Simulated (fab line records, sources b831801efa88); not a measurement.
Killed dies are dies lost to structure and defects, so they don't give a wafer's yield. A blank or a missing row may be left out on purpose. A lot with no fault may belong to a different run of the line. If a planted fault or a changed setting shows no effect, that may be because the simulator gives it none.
fab line records ; flow sky130
record lots=6; wafers=18; last_day=50
route steps=708 shown PWDE@52 NWELL@56 PAD_OPEN@708
lots untouched by any fault: they come from a run of this same line in which no faults occurred
start_h: hours from the record's opening day to when the first of the lot's shown wafers began ; wait_h: hours from the lot's prior step to this one ; " same as the row above ; L1.1+2: a single row standing in for several wafers ; - no value present, or no start provided ; * or withheld: withheld ; < > ~ a bound
route shown NAME@n: names a module that has steps shown in the file, with the first one's number in the route ; usual: the fault-free wafers' mean and standard deviation ; same: alike in all rows ; chamber/n: place in a boat ; sites: the reading at each site ; _std_site: the values' standard deviation ; _edge_site: mean of outer sites minus mean of inner sites ; radius_mm: for every site, how far away it sits from the centre of the wafer ; mask NAME#n: copy n ; behind: tool/chamber where the wafer was last shaped ; hold: what put the lot on hold/how long, in hours/how the hold closed ; device: whichever transistor did not switch (one of n, p or np) ; end of line: tests run on the same wafers once the route is complete ; a step without rows: its recipe alone ; killed: dies that structure and defects cost at the first sort, which is not the same as the wafer's yield ; map: the dies of a wafer, with x for killed, . for not killed, _ for no die there
set.NAME: the setting the step ran with; set.NAME@STEP: the setting that earlier step ran with ; model.NAME: the simulator's own value behind a step, which no gauge read
lots at selected steps of the route; one table per step, one row per wafer
services: from which hour (start_h, from the record's first day; less than 0 if before it) a tool's chamber was out of use, for how many hours, and why
## steps
# step SKY_PWDE_OVL_MEAS_07
# usual PWDE_OVL=0.6/1.3
lot.wafer;tool;chamber;start_h;wait_h;PWDE_OVL[nm]
L569.1;overlay-01;-;105.13;-;-0.4
L569.2;overlay-01;-;105.13;-;1.1
L569.6;overlay-01;-;105.13;-;-0.8
L570.1;overlay-01;-;112.10;-;1.0
L570.2;overlay-01;-;112.10;-;1.1
L570.3;overlay-01;-;112.10;-;-1.1
L575.1;overlay-01;-;125.83;-;0.7
L575.2;overlay-01;-;125.83;-;1.4
L575.6;overlay-01;-;125.83;-;1.2
L587.2;overlay-02;-;189.62;-;0.3
L587.4;overlay-02;-;189.62;-;-0.6
L587.5;overlay-02;-;189.62;-;1.2
L588.2;overlay-01;-;192.52;-;1.6
L588.3;overlay-01;-;192.52;-;4.0
L588.5;overlay-01;-;192.52;-;3.7
L589.4;overlay-01;-;196.75;-;1.3
L589.5;overlay-01;-;196.75;-;2.4
L589.6;overlay-01;-;196.75;-;1.0
# step SKY_PWDE_IMPLANT_08
# recipe species=B; energy_kev=152.4; dose_cm2=3.6e+12; tilt_deg=withheld
# step SKY_PWDE_STRIP_09
# recipe chemistry=O2/N2; power_w=1400; pressure_mtorr=1500; platen_temp_c=withheld; o2_flow_sccm=3000; n2_flow_sccm=300; overash_fraction=0.5
# usual drypump_motor_current_A=5.4/0.44; oes_product_au=0.722/0.0043; strip_time_to_endpoint_s=36.96/0.087
lot.wafer;tool;chamber;start_h;wait_h;drypump_motor_current_A;oes_product_au;rf_hours_counter_h;strip_time_to_endpoint_s
L569.1;plasma_asher-01;1;105.32;0.1;4.9;0.725;42;37.03
L569.2;plasma_asher-01;0;105.32;0.1;6.0;0.724;42;36.98
L569.6;plasma_asher-01;0;105.32;0.1;6.1;0.715;-;37.14
L570.1;plasma_asher-01;0;112.28;0.1;6.0;0.717;43;37.17
L570.2;plasma_asher-01;1;112.28;0.1;4.9;0.723;43;37.00
L570.3;plasma_asher-01;0;112.28;0.1;6.0;0.718;-;37.06
L575.1;plasma_asher-01;0;126.02;0.1;6.1;0.723;44;36.99
L575.2;plasma_asher-01;1;126.02;0.1;4.9;0.719;44;36.96
L575.6;plasma_asher-01;0;126.02;0.1;6.1;0.729;-;36.97
L587.2;plasma_asher-01;1;189.80;0.1;5.0;0.711;50;36.85
L587.4;plasma_asher-01;0;189.80;0.1;6.0;0.714;-;36.89
L587.5;plasma_asher-01;1;189.80;0.1;4.9;0.723;-;36.93
L588.2;plasma_asher-03;1;192.70;0.1;4.9;0.720;8;36.78
L588.3;plasma_asher-03;0;192.70;0.1;4.9;0.719;-;36.85
L588.5;plasma_asher-03;0;192.70;0.1;4.9;0.716;-;36.86
L589.4;plasma_asher-04;1;196.95;0.1;5.2;0.719;-;36.94
L589.5;plasma_asher-04;1;196.95;0.1;5.2;0.717;-;36.84
L589.6;plasma_asher-04;0;196.95;0.1;5.7;0.726;-;36.85
# step SKY_PWDE_TW_MEAS_10
# usual PWDE_TW=376.8/2.7
lot.wafer;tool;chamber;start_h;wait_h;PWDE_TW
L569.1;film_metro-04;-;105.42;0.1;377.0
L569.2;film_metro-04;-;105.42;0.1;375.5
L569.6;film_metro-04;-;105.42;0.1;377.2
L570.1;film_metro-04;-;112.38;0.1;379.0
L570.2;film_metro-04;-;112.38;0.1;375.9
L570.3;film_metro-04;-;112.38;0.1;378.0
L575.1;film_metro-03;-;126.12;0.1;374.4
L575.2;film_metro-03;-;126.12;0.1;373.6
L575.6;film_metro-03;-;126.12;0.1;375.0
L587.2;film_metro-03;-;189.91;0.1;374.5
L587.4;film_metro-03;-;189.91;0.1;376.6
L587.5;film_metro-03;-;189.91;0.1;376.0
L588.2;film_metro-04;-;192.81;0.1;376.2
L588.3;film_metro-04;-;192.81;0.1;377.4
L588.5;film_metro-04;-;192.81;0.1;377.5
L589.4;film_metro-03;-;197.05;0.1;374.2
L589.5;film_metro-03;-;197.05;0.1;374.1
L589.6;film_metro-03;-;197.05;0.1;374.8
# step SKY_NWELL_DEHYDRATE_03
# recipe temp_c=200; time_s=60
# step SKY_NWELL_HMDS_04
# recipe prime_time_s=60; prime_temp_c=120
# step SKY_NWELL_COAT_05
# recipe spin_rpm=2000; resist_thk_nm=3000
# step SKY_NWELL_SOFTBAKE_06
# recipe temp_c=110; time_s=withheld
# step SKY_NWELL_EXPOSE_07
# recipe mask_id=NWM; na=0.6; source_shape=conventional; sigma_outer=0.6; polarization=unpolarized; target_cd_nm=840; dose_mj=255
# step SKY_NWELL_PEB_08
# recipe temp_c=115; time_s=withheld
# step SKY_NWELL_DEVELOP_09
# recipe wall_angle_deg=90; developer=TMAH; develop_time_s=60; dev_temp_c=23
# step SKY_NWELL_OVL_MEAS_10
# usual NWELL_00_OVL=1.6/1.6
lot.wafer;tool;chamber;start_h;wait_h;NWELL_00_OVL[nm]
L569.1;overlay-02;-;123.58;-;3.5
L569.2;overlay-02;-;123.58;-;3.5
L569.6;overlay-02;-;123.58;-;5.5
L570.1;overlay-02;-;130.71;-;1.1
L570.2;overlay-02;-;130.71;-;0.7
L570.3;overlay-02;-;130.71;-;0.7
L575.1;overlay-01;-;145.58;-;4.1
L575.2;overlay-01;-;145.58;-;3.7
L575.6;overlay-01;-;145.58;-;2.4
L587.2;overlay-02;-;212.28;-;1.6
L587.4;overlay-02;-;212.28;-;1.3
L587.5;overlay-02;-;212.28;-;0.8
L588.2;overlay-01;-;214.89;-;2.5
L588.3;overlay-01;-;214.89;-;3.2
L588.5;overlay-01;-;214.89;-;2.1
L589.4;overlay-02;-;219.10;-;-0.1
L589.5;overlay-02;-;219.10;-;1.1
L589.6;overlay-02;-;219.10;-;-0.8
# step SKY_NWELL_IMPLANT_11
# recipe species=P; energy_kev=400; dose_cm2=1.9e+13; tilt_deg=withheld
# usual dose_ions_cm2=1.8998e+13/1.9e+10; faraday_current_uA=107.2/2.1
lot.wafer;tool;chamber;start_h;wait_h;dose_ions_cm2;faraday_current_uA
L569.1;implanter-03;0;123.62;0.0;1.8999e+13;108.9
L569.2;implanter-03;0;123.62;0.0;1.8971e+13;109.2
L569.6;implanter-03;0;123.62;0.0;1.9e+13;106.3
L570.1;implanter-03;0;130.75;0.0;1.8989e+13;107.3
L570.2;implanter-03;0;130.75;0.0;1.9003e+13;109.2
L570.3;implanter-03;0;130.75;0.0;1.8982e+13;104.1
L575.1;implanter-01;0;145.62;0.0;1.8984e+13;108.7
L575.2;implanter-01;0;145.62;0.0;1.8945e+13;108.4
L575.6;implanter-01;0;145.62;0.0;1.901e+13;109.1
L587.2;implanter-01;0;212.33;0.0;1.3651e+13;74.6
L587.4;implanter-01;0;212.33;0.0;1.361e+13;77.4
L587.5;implanter-01;0;212.33;0.0;1.3653e+13;77.5
L588.2;implanter-01;0;214.94;0.0;1.3635e+13;78.1
L588.3;implanter-01;0;214.94;0.0;1.3671e+13;78.4
L588.5;implanter-01;0;214.94;0.0;1.3656e+13;78.7
L589.4;implanter-03;0;219.19;0.1;1.9002e+13;105.6
L589.5;implanter-03;0;219.19;0.1;1.8998e+13;107.3
L589.6;implanter-03;0;219.19;0.1;1.8999e+13;103.3
# step SKY_NWELL_IMPLANT_12
# recipe species=P; energy_kev=120; dose_cm2=1.3e+12; tilt_deg=withheld
# step SKY_NWELL_IMPLANT_13
# recipe species=P; energy_kev=50; dose_cm2=7e+11; tilt_deg=withheld
# step SKY_NWELL_STRIP_14
# recipe chemistry=O2/N2; power_w=1400; pressure_mtorr=1500; platen_temp_c=withheld; o2_flow_sccm=3000; n2_flow_sccm=300; overash_fraction=0.5
# usual drypump_motor_current_A=5.6/0.49; oes_product_au=0.722/0.0042; strip_time_to_endpoint_s=36.96/0.086
lot.wafer;tool;chamber;start_h;wait_h;drypump_motor_current_A;oes_product_au;rf_hours_counter_h;strip_time_to_endpoint_s
L569.1;plasma_asher-04;1;124.07;0.1;5.2;0.716;42;36.97
L569.2;plasma_asher-04;0;124.07;0.1;5.7;0.719;42;37.00
L569.6;plasma_asher-04;1;124.07;0.1;5.2;0.727;-;37.00
L570.1;plasma_asher-01;1;131.20;0.1;4.9;0.726;45;37.02
L570.2;plasma_asher-01;0;131.20;0.1;6.0;0.725;45;36.92
L570.3;plasma_asher-01;1;131.20;0.1;5.0;0.725;-;36.99
L575.1;plasma_asher-02;1;146.07;0.1;6.4;0.720;33;36.95
L575.2;plasma_asher-02;0;146.07;0.1;5.9;0.720;33;37.12
L575.6;plasma_asher-02;0;146.07;0.1;5.8;0.721;-;37.06
L587.2;plasma_asher-01;0;212.76;0.1;6.0;0.728;52;37.02
L587.4;plasma_asher-01;1;212.76;0.1;4.9;0.721;-;37.05
L587.5;plasma_asher-01;1;212.76;0.1;4.9;0.730;-;37.06
L588.2;plasma_asher-01;0;215.37;0.1;6.0;0.716;53;37.10
L588.3;plasma_asher-01;1;215.37;0.1;5.0;0.722;-;37.00
L588.5;plasma_asher-01;0;215.37;0.1;6.0;0.717;-;36.99
L589.4;plasma_asher-01;0;219.60;0.1;6.1;0.719;-;37.06
L589.5;plasma_asher-01;0;219.60;0.1;6.1;0.712;-;36.97
L589.6;plasma_asher-01;1;219.60;0.1;4.9;0.719;-;37.01
# step SKY_NWELL_TW_MEAS_15
# usual NWELL_TW=1832/13
lot.wafer;tool;chamber;start_h;wait_h;NWELL_TW
L569.1;film_metro-02;-;124.17;0.1;1822
L569.2;film_metro-02;-;124.17;0.1;1826
L569.6;film_metro-02;-;124.17;0.1;1818
L570.1;film_metro-03;-;131.30;0.1;1813
L570.2;film_metro-03;-;131.30;0.1;1821
L570.3;film_metro-03;-;131.30;0.1;1817
L575.1;film_metro-03;-;146.17;0.1;1822
L575.2;film_metro-03;-;146.17;0.1;1817
L575.6;film_metro-03;-;146.17;0.1;1817
L587.2;film_metro-04;-;212.87;0.1;1647
L587.4;film_metro-04;-;212.87;0.1;1645
L587.5;film_metro-04;-;212.87;0.1;1645
L588.2;film_metro-04;-;215.48;0.1;1659
L588.3;film_metro-04;-;215.48;0.1;1654
L588.5;film_metro-04;-;215.48;0.1;1656
L589.4;film_metro-04;-;219.70;0.1;1837
L589.5;film_metro-04;-;219.70;0.1;1843
L589.6;film_metro-04;-;219.70;0.1;1839
# step SKY_NWELL_DEHYDRATE_16
# recipe temp_c=200; time_s=60
# step SKY_NWELL_HMDS_17
# recipe prime_time_s=60; prime_temp_c=120
# step SKY_NWELL_COAT_18
# recipe spin_rpm=2000; resist_thk_nm=3000
# step SKY_NWELL_SOFTBAKE_19
# recipe temp_c=110; time_s=withheld
# step SKY_NWELL_EXPOSE_20
# recipe mask_id=NWM_COMPLEMENT; na=0.6; source_shape=conventional; sigma_outer=0.6; polarization=unpolarized; target_cd_nm=840; dose_mj=260
# step SKY_NWELL_PEB_21
# recipe temp_c=115; time_s=withheld
# step SKY_NWELL_DEVELOP_22
# recipe wall_angle_deg=90; developer=TMAH; develop_time_s=60; dev_temp_c=23
# step SKY_NWELL_OVL_MEAS_23
# usual NWELL_01_OVL=2.0/1.5
lot.wafer;tool;chamber;start_h;wait_h;NWELL_01_OVL[nm]
L569.1;overlay-01;-;143.66;-;1.0
L569.2;overlay-01;-;143.66;-;0.8
L569.6;overlay-01;-;143.66;-;-0.2
L570.1;overlay-01;-;150.37;-;1.8
L570.2;overlay-01;-;150.37;-;3.2
L570.3;overlay-01;-;150.37;-;1.9
L575.1;overlay-02;-;163.87;-;5.7
L575.2;overlay-02;-;163.87;-;3.4
L575.6;overlay-02;-;163.87;-;5.2
L587.2;overlay-02;-;234.89;-;5.1
L587.4;overlay-02;-;234.89;-;4.5
L587.5;overlay-02;-;234.89;-;2.6
L588.2;overlay-01;-;237.97;-;2.0
L588.3;overlay-01;-;237.97;-;1.8
L588.5;overlay-01;-;237.97;-;0.9
L589.4;overlay-01;-;242.50;-;-1.2
L589.5;overlay-01;-;242.50;-;1.3
L589.6;overlay-01;-;242.50;-;1.0
# step SKY_NWELL_IMPLANT_24
# recipe species=B; energy_kev=140; dose_cm2=9.2e+12; tilt_deg=withheld
# step SKY_NWELL_STRIP_25
# recipe chemistry=O2/N2; power_w=1400; pressure_mtorr=1500; platen_temp_c=withheld; o2_flow_sccm=3000; n2_flow_sccm=300; overash_fraction=0.5
# usual drypump_motor_current_A=5.7/0.48; oes_product_au=0.723/0.0047; strip_time_to_endpoint_s=36.96/0.098
lot.wafer;tool;chamber;start_h;wait_h;drypump_motor_current_A;oes_product_au;rf_hours_counter_h;strip_time_to_endpoint_s
L569.1;plasma_asher-02;0;143.85;0.1;5.9;0.727;32;36.97
L569.2;plasma_asher-02;1;143.85;0.1;6.4;0.719;32;36.90
L569.6;plasma_asher-02;0;143.85;0.1;5.9;0.725;-;36.89
L570.1;plasma_asher-01;0;150.56;0.1;6.1;0.728;47;36.90
L570.2;plasma_asher-01;1;150.56;0.1;4.9;0.721;47;36.87
L570.3;plasma_asher-01;1;150.56;0.1;4.9;0.720;-;36.93
L575.1;plasma_asher-04;0;164.06;0.1;5.7;0.722;46;36.96
L575.2;plasma_asher-04;1;164.06;0.1;5.2;0.726;46;36.97
L575.6;plasma_asher-04;1;164.06;0.1;5.2;0.730;-;37.04
L587.2;plasma_asher-01;1;235.07;0.1;4.9;0.720;54;37.03
L587.4;plasma_asher-01;0;235.07;0.1;6.0;0.728;-;37.05
L587.5;plasma_asher-01;1;235.07;0.1;5.0;0.721;-;37.10
L588.2;plasma_asher-04;1;238.15;0.1;5.2;0.719;53;36.98
L588.3;plasma_asher-04;0;238.15;0.1;5.7;0.714;-;37.25
L588.5;plasma_asher-04;0;238.15;0.1;5.7;0.725;-;37.08
L589.4;plasma_asher-02;0;242.70;0.1;5.8;0.715;-;36.94
L589.5;plasma_asher-02;1;242.70;0.1;6.4;0.713;-;37.07
L589.6;plasma_asher-02;0;242.70;0.1;5.8;0.731;-;36.90
# step SKY_NWELL_TW_MEAS_26
# usual NWELL_2_TW=500/3.2
lot.wafer;tool;chamber;start_h;wait_h;NWELL_2_TW
L569.1;film_metro-02;-;143.95;0.1;497
L569.2;film_metro-02;-;143.95;0.1;496
L569.6;film_metro-02;-;143.95;0.1;507
L570.1;film_metro-03;-;150.66;0.1;496
L570.2;film_metro-03;-;150.66;0.1;498
L570.3;film_metro-03;-;150.66;0.1;496
L575.1;film_metro-02;-;164.16;0.1;505
L575.2;film_metro-02;-;164.16;0.1;506
L575.6;film_metro-02;-;164.16;0.1;507
L587.2;film_metro-02;-;235.18;0.1;498
L587.4;film_metro-02;-;235.18;0.1;496
L587.5;film_metro-02;-;235.18;0.1;498
L588.2;film_metro-03;-;238.26;0.1;498
L588.3;film_metro-03;-;238.26;0.1;495
L588.5;film_metro-03;-;238.26;0.1;497
L589.4;film_metro-02;-;242.80;0.1;501
L589.5;film_metro-02;-;242.80;0.1;499
L589.6;film_metro-02;-;242.80;0.1;496
# step SKY_NWELL_CLEAN_27
# recipe chemistry=SC1/SC2; mix=1:4:20; temp_c=70; time_s=150; dry=n2_spin
# step SKY_NWELL_RTA_28
# recipe temp_c=1050; time_s=30; idle_temp_c=650; ramp_up_c_per_s=150; ramp_down_c_per_s=90; ambient=N2
# usual chamber_o2_ppm=2.004/0.023; lamp_power_pct=25.30/0.046; wafer_temp_C_max=1054.8/0.91
lot.wafer;tool;chamber;start_h;wait_h;chamber_o2_ppm;lamp_power_pct;wafer_temp_C_max
L569.1;rtp_anneal-02;0;144.06;0.0;1.984;25.30;1053.7
L569.2;rtp_anneal-02;0;144.06;0.0;2.008;25.37;1054.7
L569.6;rtp_anneal-02;0;144.06;0.0;2.006;25.35;1054.9
L570.1;rtp_anneal-02;0;150.77;0.0;2.023;25.39;1055.1
L570.2;rtp_anneal-02;0;150.77;0.0;1.989;25.26;1053.9
L570.3;rtp_anneal-02;0;150.77;0.0;1.977;25.33;1055.3
L575.1;rtp_anneal-02;0;164.27;0.0;2.010;25.32;1053.7
L575.2;rtp_anneal-02;0;164.27;0.0;1.965;25.32;1054.3
L575.6;rtp_anneal-02;0;164.27;0.0;1.986;25.35;1054.1
L587.2;rtp_anneal-01;0;235.29;0.0;2.012;25.25;1055.3
L587.4;rtp_anneal-01;0;235.29;0.0;1.991;25.32;1054.3
L587.5;rtp_anneal-01;0;235.29;0.0;2.015;25.27;1052.8
L588.2;rtp_anneal-02;0;238.39;0.0;1.976;25.34;1054.6
L588.3;rtp_anneal-02;0;238.39;0.0;1.992;25.29;1055.4
L588.5;rtp_anneal-02;0;238.39;0.0;1.965;25.32;1053.6
L589.4;rtp_anneal-01;0;242.93;0.1;2.050;25.29;1056.1
L589.5;rtp_anneal-01;0;242.93;0.1;2.014;25.34;1054.7
L589.6;rtp_anneal-01;0;242.93;0.1;2.038;25.26;1054.2
# step SKY_NWELL_RS_MEAS_29
# recipe thk_meas_gauge=four-point-probe
# usual NWELL_RS=625.0/1.6
lot.wafer;tool;chamber;start_h;wait_h;NWELL_RS[ohm/sq]
L569.1;film_metro-04;-;144.16;0.1;621.1
L569.2;film_metro-04;-;144.16;0.1;622.5
L569.6;film_metro-04;-;144.16;0.1;621.9
L570.1;film_metro-04;-;150.87;0.1;625.1
L570.2;film_metro-04;-;150.87;0.1;623.0
L570.3;film_metro-04;-;150.87;0.1;625.4
L575.1;film_metro-02;-;164.37;0.1;627.0
L575.2;film_metro-02;-;164.37;0.1;627.6
L575.6;film_metro-02;-;164.37;0.1;627.8
L587.2;film_metro-02;-;235.40;0.1;746.6
L587.4;film_metro-02;-;235.40;0.1;749.5
L587.5;film_metro-02;-;235.40;0.1;748.7
L588.2;film_metro-02;-;238.58;0.2;745.8
L588.3;film_metro-02;-;238.58;0.2;746.4
L588.5;film_metro-02;-;238.58;0.2;747.7
L589.4;film_metro-04;-;243.04;0.1;626.2
L589.5;film_metro-04;-;243.04;0.1;624.8
L589.6;film_metro-04;-;243.04;0.1;625.1
# step SKY_PAD_OPEN_PROBE_99
# usual killed_at_M0_to_M3=44/7.2; killed_at_M4_up=3.2/1.8; killed_at_contacts=24/5.4; killed_at_front_end=15/4; killed_at_other=0.3/0.56; killed_dies=87/9.2; killed_on_rim=17/4; killed_open=47/7.3; killed_short=39/5.7
# same gross_dies=492; killed_at_back_side=0
lot.wafer;tool;chamber;start_h;wait_h;killed_at_M0_to_M3;killed_at_M4_up;killed_at_contacts;killed_at_front_end;killed_at_other;killed_dies;killed_on_rim;killed_open;killed_short;model.etest.nfet_16v.r_on_ohm_um;model.etest.res_nwell.line_ohm_um;model.etest.res_nwell.rs_ohm_sq;model.etest.tip_p_5v.rs_ohm_sq;model.etest.res_nwell.width_nm;model.etest.res_iso_pwell.width_nm;model.etest.res_nwell.rs_ohm_sq_range;model.etest.pfet_16v.drive_ua_um
L569.1;prober-01;-;1113.09;0.1;38;4;25;17;0;84;13;43;41;1.354e+04;1097;956.5;2841;848.4;2628;21.78;251.9
L569.2;prober-01;-;1113.14;0.1;47;1;32;18;0;98;21;56;41;1.363e+04;1135;968.6;2869;854.3;2633;21.95;250.4
L569.6;prober-01;-;1113.34;0.2;48;3;20;15;0;86;9;51;35;1.35e+04;1131;975.3;2838;848.8;2632;16.45;251.6
L570.1;prober-01;-;1121.91;0.1;59;2;19;11;0;91;18;57;34;1.346e+04;1212;1026;2890;836.6;2650;19.72;250.6
L570.2;prober-01;-;1121.96;0.1;67;2;23;12;0;104;18;63;40;1.353e+04;1249;1039;2867;831.4;2654;22.87;248.7
L570.3;prober-01;-;1122.01;0.2;48;0;26;13;1;88;14;44;43;1.327e+04;1175;972.6;2876;829;2663;16.28;257.7
L575.1;prober-02;-;1139.66;0.1;51;2;27;15;0;95;17;57;38;1.348e+04;1169;983.5;2858;840.2;2649;14.91;255.2
L575.2;prober-02;-;1139.71;0.1;44;3;18;20;1;86;18;44;42;1.34e+04;1162;984;2846;841.2;2652;13.78;256.6
L575.6;prober-02;-;1139.91;0.2;45;5;39;16;0;105;22;55;50;1.359e+04;1163;991.6;2873;841.3;2652;27.83;255.3
L587.2;prober-01;-;1190.98;0.1;55;1;33;8;0;97;18;59;38;1.5e+04;1494;1180;2807;802.5;2668;34.13;271.4
L587.4;prober-01;-;1191.08;0.2;54;1;29;16;0;100;19;64;36;1.482e+04;1444;1167;2794;802;2670;42.83;272.1
L587.5;prober-01;-;1191.13;0.2;48;4;34;15;0;101;19;61;40;1.471e+04;1441;1142;2800;801.9;2684;17.67;277.1
L588.2;prober-02;-;1191.69;0.1;29;2;20;14;1;66;11;36;30;1.488e+04;1526;1218;2815;808.4;2672;39.4;264.1
L588.3;prober-02;-;1191.74;0.2;40;7;21;17;0;85;15;35;50;1.488e+04;1530;1232;2807;811.4;2670;61.26;262.3
L588.5;prober-02;-;1191.84;0.2;44;0;25;17;0;86;18;50;36;1.485e+04;1539;1236;2802;807.7;2670;32.35;261.7
L589.4;prober-01;-;1196.38;0.2;57;2;25;11;1;96;23;43;51;1.337e+04;1096;913;2849;835.7;2636;21.46;256.2
L589.5;prober-01;-;1196.43;0.2;44;3;23;19;0;89;13;51;36;1.337e+04;1142;954.2;2861;835;2654;15.4;252.8
L589.6;prober-01;-;1196.48;0.2;54;1;13;17;0;85;20;42;41;1.333e+04;1138;929.7;2894;837.6;2640;25.76;257.1
# killed by level:class
L569.1 CONTACT:geometric_particle:open=9 METAL2:geometric_particle:short=9 LI_CONTACT:geometric_particle:open=8 VIA1:geometric_particle:open=8 METAL1:geometric_particle:short=6 FIELD_ISO:geometric_particle:short=5 POLY_GATE:geometric_particle:open=5 CONTACT:geometric_particle:short=4
L569.2 CONTACT:geometric_particle:open=11 VIA1:geometric_particle:open=9 VIA2:geometric_particle:open=9 LI_CONTACT:geometric_particle:open=8 FIELD_ISO:geometric_particle:short=7 LI_CONTACT:geometric_particle:short=5 VIA1:geometric_particle:short=5 METAL1:geometric_particle:short=4
L569.6 VIA1:geometric_particle:open=11 CONTACT:geometric_particle:open=9 FIELD_ISO:geometric_particle:open=7 VIA3:geometric_particle:open=7 VIA1:geometric_particle:short=6 VIA2:geometric_particle:open=5 LOCAL_INTERCONNECT:geometric_particle:short=4 METAL1:geometric_particle:short=4
L570.1 VIA1:geometric_particle:open=16 VIA3:geometric_particle:open=8 LI_CONTACT:geometric_particle:open=8 CONTACT:geometric_particle:open=8 VIA1:geometric_particle:short=5 METAL1:geometric_particle:short=5 METAL2:geometric_particle:short=5 VIA2:geometric_particle:open=5
L570.2 VIA1:geometric_particle:open=24 CONTACT:geometric_particle:open=9 LI_CONTACT:geometric_particle:open=7 VIA2:geometric_particle:open=7 VIA1:geometric_particle:short=7 METAL1:geometric_particle:short=6 VIA3:geometric_particle:short=6 FIELD_ISO:geometric_particle:open=4
L570.3 VIA1:geometric_particle:open=13 CONTACT:geometric_particle:open=9 POLY_GATE:geometric_particle:short=7 VIA1:geometric_particle:short=7 LI_CONTACT:geometric_particle:open=6 VIA2:geometric_particle:open=6 CONTACT:geometric_particle:short=5 LOCAL_INTERCONNECT:geometric_particle:short=4
L575.1 CONTACT:geometric_particle:open=12 VIA1:geometric_particle:open=11 VIA2:geometric_particle:open=10 METAL2:geometric_particle:short=8 FIELD_ISO:geometric_particle:open=7 CONTACT:geometric_particle:short=6 METAL1:geometric_particle:short=5 LOCAL_INTERCONNECT:geometric_particle:short=4
L575.2 VIA1:geometric_particle:open=13 CONTACT:geometric_particle:open=8 VIA3:geometric_particle:open=8 FIELD_ISO:geometric_particle:short=7 VIA2:geometric_particle:open=6 POLY_GATE:geometric_particle:short=4 POLY_GATE:geometric_particle:open=4 CONTACT:geometric_particle:short=4
L575.6 CONTACT:geometric_particle:open=13 LOCAL_INTERCONNECT:geometric_particle:short=9 VIA1:geometric_particle:open=9 VIA1:geometric_particle:short=8 LI_CONTACT:geometric_particle:open=8 CONTACT:geometric_particle:short=7 FIELD_ISO:geometric_particle:open=6 METAL2:geometric_particle:short=4
L587.2 VIA1:geometric_particle:open=19 CONTACT:geometric_particle:open=11 LI_CONTACT:geometric_particle:open=9 VIA3:geometric_particle:open=8 METAL2:geometric_particle:short=6 VIA2:geometric_particle:open=5 LI_CONTACT:geometric_particle:short=5 LOCAL_INTERCONNECT:geometric_particle:short=5
L587.4 VIA1:geometric_particle:open=17 CONTACT:geometric_particle:open=13 METAL2:geometric_particle:short=10 LI_CONTACT:geometric_particle:open=9 VIA3:geometric_particle:open=6 CONTACT:geometric_particle:short=5 METAL1:geometric_particle:short=5 VIA2:geometric_particle:open=5
L587.5 VIA1:geometric_particle:open=15 CONTACT:geometric_particle:open=14 VIA2:geometric_particle:open=9 LOCAL_INTERCONNECT:geometric_particle:short=8 LI_CONTACT:geometric_particle:open=5 METAL2:geometric_particle:short=5 FIELD_ISO:geometric_particle:open=3 SPACER:geometric_particle:open=3
L588.2 CONTACT:geometric_particle:open=7 LI_CONTACT:geometric_particle:open=6 VIA1:geometric_particle:open=6 VIA2:geometric_particle:open=5 CONTACT:geometric_particle:short=4 METAL3:geometric_particle:short=4 FIELD_ISO:geometric_particle:short=3 POLY_GATE:geometric_particle:open=3
L588.3 CONTACT:geometric_particle:open=9 VIA3:geometric_particle:open=8 METAL1:geometric_particle:short=7 VIA1:geometric_particle:short=7 LOCAL_INTERCONNECT:geometric_particle:short=6 METAL4:geometric_particle:short=6 POLY_GATE:geometric_particle:short=5 LI_CONTACT:geometric_particle:open=4
L588.5 LI_CONTACT:geometric_particle:open=13 VIA1:geometric_particle:open=13 VIA2:geometric_particle:open=11 LOCAL_INTERCONNECT:geometric_particle:short=5 METAL3:geometric_particle:short=5 SPACER:geometric_particle:short=4 CONTACT:geometric_particle:short=4 VIA3:geometric_particle:short=4
L589.4 METAL1:geometric_particle:short=16 VIA1:geometric_particle:open=12 CONTACT:geometric_particle:open=9 LI_CONTACT:geometric_particle:open=7 VIA3:geometric_particle:open=7 CONTACT:geometric_particle:short=6 METAL2:geometric_particle:short=6 VIA3:geometric_particle:short=6
L589.5 VIA3:geometric_particle:open=13 VIA1:geometric_particle:open=8 FIELD_ISO:geometric_particle:open=6 CONTACT:geometric_particle:open=6 LI_CONTACT:geometric_particle:open=6 CONTACT:geometric_particle:short=6 METAL2:geometric_particle:short=5 VIA3:geometric_particle:short=5
L589.6 VIA1:geometric_particle:open=10 VIA3:geometric_particle:open=10 METAL2:geometric_particle:short=7 VIA1:geometric_particle:short=7 CONTACT:geometric_particle:open=6 METAL1:geometric_particle:short=5 FIELD_ISO:geometric_particle:short=4 CONTACT:geometric_particle:short=4
## services
tool;chamber;start_h;hours;kind
plasma_asher-01;-;83.09;0.7;repair
implanter-01;-;90.51;2.9;pm
plasma_asher-01;-;93.93;0.5;repair
implanter-01;-;104.05;3.2;repair
implanter-03;-;107.35;5.1;pm
plasma_asher-03;-;108.75;9.0;pm
plasma_asher-03;0;108.75;9.0;vent_cycle
plasma_asher-03;1;108.75;9.0;vent_cycle
plasma_asher-02;-;110.28;2.8;pm
plasma_asher-03;0;117.75;-;clean
plasma_asher-03;1;117.75;-;clean
implanter-01;-;126.21;1.3;repair
plasma_asher-04;-;143.85;6.0;repair
plasma_asher-01;-;163.85;1.7;repair
plasma_asher-02;-;184.35;0.9;repair
implanter-01;-;201.30;1.9;repair
implanter-01;-;218.01;3.5;repair
plasma_asher-03;-;239.85;1.7;repair
## key
first_sign step=SKY_NWELL_IMPLANT_11; reading=dose_ions_cm2; direction=down; sigmas=99+; usual=*; struck=*
effect step=SKY_NWELL_IMPLANT_11; reading=faraday_current_uA; direction=down; sigmas=14; usual=107.2; struck=77.5
effect step=SKY_NWELL_TW_MEAS_15; reading=NWELL_TW; direction=down; sigmas=14; usual=1832; struck=1651
effect step=SKY_NWELL_RS_MEAS_29; reading=NWELL_RS; direction=up; sigmas=75; usual=625.0; struck=747.4
model_effect step=SKY_PAD_OPEN_PROBE_99; value=etest.nfet_16v.r_on_ohm_um; without=1.348e+04; struck=1.486e+04
met_at SKY_NWELL_IMPLANT_11
struck_wafers L587.2,L587.4,L587.5,L588.2,L588.3,L588.5
tester_left_out L587,L588
onset_between 145.62 212.33
fault kind=process_parameter_drift; tool=implanter-01; chamber=-; onset_h=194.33; steps=SKY_NWELL_IMPLANT_11; channel=dose_cm2; offset=*; shape=step; end_h=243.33; acts_in=*; stated=*
# tester_left_out: of these lots the tester's yield and bins aren't shown, on N5 and GAA mostly nor the transistor test; their killed dies are dies lost to structure and defects alone, not to doping, threshold or leakage, so they don't give the yield
